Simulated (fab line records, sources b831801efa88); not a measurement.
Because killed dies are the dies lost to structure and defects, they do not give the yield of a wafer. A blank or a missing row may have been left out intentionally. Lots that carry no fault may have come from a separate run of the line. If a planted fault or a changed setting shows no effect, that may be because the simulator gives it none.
Which of the tools did it?	flow gf180mcu	Sampling: 13 lots, 39 wafers, 5 of 602 route steps

WHAT THE GAUGES READ, wafer by wafer
GF_V1_OVL_MEAS_15. Usual: V1_OVL -1 nm, standard deviation 5.6.
lot	measured	on	V1_OVL (nm)	flag
L768	day 17 23:48	overlay-02	-9 1 1	
L771	day 19 07:48	overlay-01	9 0 5	
L772	day 19 13:30	overlay-02	-4 7 -9	
L773	day 20 03:37	overlay-01	-12 -8 5	
L776	day 21 07:06	overlay-02	0 1 -2	
L777	day 21 20:13	overlay-02	4 5 -2	
L785	day 24 08:57	overlay-01	-10 -11 -9	
L786	day 24 16:27	overlay-02	4 6 3	
L787	day 25 00:43	overlay-01	-6 -2 -10	
L788	day 25 08:33	overlay-02	-3 0 0	
L789	day 25 16:00	overlay-01	-11 -7 -8	
L790	day 25 23:16	overlay-01	6 10 2	
L791	day 26 02:42	overlay-02	-8 -1 -5	

GF_M4_THK_MEAS_06: measures by xrf. Usual: M4_ALCU_THK 452 nm, standard deviation 5.4.
lot	measured	on	M4_ALCU_THK (nm)	flag
L768	day 22 07:20	filmMetro-04	443 445 446	
L771	day 23 14:17	filmMetro-04	447 451 447	
L772	day 23 19:59	filmMetro-04	451 454 453	
L773	day 24 08:57	filmMetro-02	443 449 451	
L776	day 25 09:29	filmMetro-02	458 455 456	
L777	day 25 21:30	filmMetro-02	454 454 455	
L785	day 28 03:35	filmMetro-01	444 440 442	
L786	day 28 10:17	filmMetro-01	452 452 449	
L787	day 28 19:03	filmMetro-02	458 458 460	
L788	day 29 01:48	filmMetro-04	455 457 451	
L789	day 29 08:15	filmMetro-04	443 444 443	
L790	day 29 15:00	filmMetro-01	445 451 448	
L791	day 29 16:29	filmMetro-01	452 451 450	

EACH LOT AND THE TOOL THAT RAN IT (in order: tool; ch and the chambers of the sampled wafers; start)
lot	GF_LVPWELL_COAT_02	GF_LVPWELL_STRIP_10	GF_V1_CMP_26
L768	lithoTrack-02 ch 0, day 3 13:20	plasmaAsher-02 ch 0,1, day 3 20:02	cmp-02 ch 0,3, day 18 01:02
L771	lithoTrack-02 ch 0, day 4 07:02	plasmaAsher-04 ch 0,1, day 4 14:16	cmp-02 ch 0,2, day 19 08:59
L772	lithoTrack-04 ch 0, day 4 11:41	plasmaAsher-04 ch 0,1, day 4 19:28	cmp-01 ch 0,1,2, day 19 14:38
L773	lithoTrack-04 ch 0, day 4 17:53	plasmaAsher-04 ch 0,1, day 5 01:40	cmp-01 ch 2,3, day 20 04:44
L776	lithoTrack-04 ch 0, day 5 08:38	plasmaAsher-04 ch 0,1, day 5 16:31	cmp-02 ch 0,2, day 21 08:16
L777	lithoTrack-03 ch 0, day 5 18:04	plasmaAsher-02 ch 0,1, day 6 02:07	cmp-02 ch 0,3, day 21 21:19
L785	lithoTrack-02 ch 0, day 7 13:29	plasmaAsher-04 ch 0,1, day 7 22:16	cmp-02 ch 0,2,3, day 24 10:02
L786	lithoTrack-03 ch 0, day 7 18:29	plasmaAsher-01 ch 1, day 8 03:16	cmp-02 ch 1,3, day 24 17:32
L787	lithoTrack-03 ch 0, day 7 23:01	plasmaAsher-01 ch 0,1, day 8 07:58	cmp-02 ch 0,3, day 25 01:49
L788	lithoTrack-02 ch 0, day 8 05:29	plasmaAsher-04 ch 0,1, day 8 14:40	cmp-01 ch 2,3, day 25 09:43
L789	lithoTrack-03 ch 0, day 8 12:08	plasmaAsher-01 ch 0,1, day 8 21:34	cmp-02 ch 0,1, day 25 17:12
L790	lithoTrack-04 ch 0, day 8 16:55	plasmaAsher-02 ch 0,1, day 9 01:43	cmp-02 ch 0,2,3, day 26 00:30
L791	lithoTrack-04 ch 0, day 8 21:38	plasmaAsher-02 ch 0,1, day 9 06:46	cmp-02 ch 1,2,3, day 26 03:56
- GF_LVPWELL_COAT_02: resist thk 3000 nm.
- GF_LVPWELL_STRIP_10: strips in O2/N2.
- GF_V1_CMP_26: polishes, stops on SiO2, t overpolish 15 s, target thk 0 nm.

WHAT THE TOOLS THEMSELVES READ (means of the sampled wafers that have a number; where no wafer has one, the mark that the record gives instead)
GF_LVPWELL_COAT_02. Usual: 23.01 C for chillPlateTempC, sd 0.12.
lot	tool	chillPlateTempC (C)	flag
L768	lithoTrack-02	22.96	
L771	lithoTrack-02	23.01	
L772	lithoTrack-04	23.01	
L773	lithoTrack-04	23.14	
L776	lithoTrack-04	22.91	
L777	lithoTrack-03	23.16	
L785	lithoTrack-02	22.95	
L786	lithoTrack-03	23.22	
L787	lithoTrack-03	23.10	
L788	lithoTrack-02	23.05	
L789	lithoTrack-03	23.06	
L790	lithoTrack-04	22.93	
L791	lithoTrack-04	23.00	

GF_LVPWELL_STRIP_10. Usual: drypumpMotorCurrentA 6.0 A, standard deviation 0.49; heaterPowerW 322 W, standard deviation 11; oesProductAu 0.722 a.u., standard deviation 0.0045; stripTimeToEndpointS 37.00 s, standard deviation 0.096.
lot	tool	drypumpMotorCurrentA (A)	heaterPowerW (W)	oesProductAu (a.u.)	stripTimeToEndpointS (s)	flag
L768	plasmaAsher-02	6.2	312	0.724	37.09	
L771	plasmaAsher-04	5.8	339	0.719	37.03	
L772	plasmaAsher-04	5.9	326	0.720	37.00	
L773	plasmaAsher-04	5.9	330	0.721	35.35	OFF
L776	plasmaAsher-04	5.9	332	0.719	35.31	OFF
L777	plasmaAsher-02	6.0	310	0.727	36.97	
L785	plasmaAsher-04	5.9	323	0.719	37.02	
L786	plasmaAsher-01	5.3	318	0.715	37.02	
L787	plasmaAsher-01	6.2	321	0.721	36.99	
L788	plasmaAsher-04	5.9	328	0.722	37.07	
L789	plasmaAsher-01	6.3	327	0.723	36.98	
L790	plasmaAsher-02	6.0	313	0.725	36.97	
L791	plasmaAsher-02	6.3	317	0.721	37.00	

GF_V1_CMP_26. Usual: edgeZonePressureFrac 1.000, standard deviation 0.0049; motorCurrentA 10.4 A, standard deviation 1; overpolishRunS 14.999 s, standard deviation 0.009; platenRpm 60.00 rpm, standard deviation 0.042; timeToEndpointS 82.2 s, standard deviation 2.4.
lot	tool	edgeZonePressureFrac	motorCurrentA (A)	overpolishRunS (s)	platenRpm (rpm)	timeToEndpointS (s)	flag
L768	cmp-02	1.002	10.4	14.996	60.04	84.8	
L771	cmp-02	1.003	9.4	14.997	60.01	80.1	
L772	cmp-01	0.996	11.4	14.993	60.01	82.2	
L773	cmp-01	1.004	9.9	15.003	59.99	83.1	
L776	cmp-02	1.006	10.4	15.002	59.98	83.3	
L777	cmp-02	1.000	10.5	14.991	60.01	82.2	
L785	cmp-02	0.999	10.2	15.005	60.02	81.4	
L786	cmp-02	1.001	10.2	15.006	60.02	82.7	
L787	cmp-02	1.002	10.8	14.999	59.98	83.1	
L788	cmp-01	1.000	10.1	15.004	59.98	83.2	
L789	cmp-02	1.003	10.9	14.997	60.02	80.7	
L790	cmp-02	1.000	10.2	14.997	60.01	82.0	
L791	cmp-02	0.998	10.1	15.004	59.99	82.6	

THE ANSWER, worked out from the rows above alone
Rule: a lot is off if the mean of its wafers that have a number lies more than 3 standard deviations from the usual mean. Also off: a lot with no number at a reading for which 4 or more lots have one. Where the step has rows for the other lots, those lots are counted as sound. The gauges are gone through in route order, then the tools' own readings, and for those a lot's mean is taken as printed above. The first step at which some lot is off is used, and at that step the reading that is off furthest; a lot without a number counts as furthest.
Off: L773, L776, at GF_LVPWELL_STRIP_10 (stripTimeToEndpointS).
A tool fits if, at that step or a process step before it, it ran every lot that is off, and no sound lot after the first of them. Of those tried, none fits.

WHAT HAD BEEN PUT IN BY THE SIMULATOR
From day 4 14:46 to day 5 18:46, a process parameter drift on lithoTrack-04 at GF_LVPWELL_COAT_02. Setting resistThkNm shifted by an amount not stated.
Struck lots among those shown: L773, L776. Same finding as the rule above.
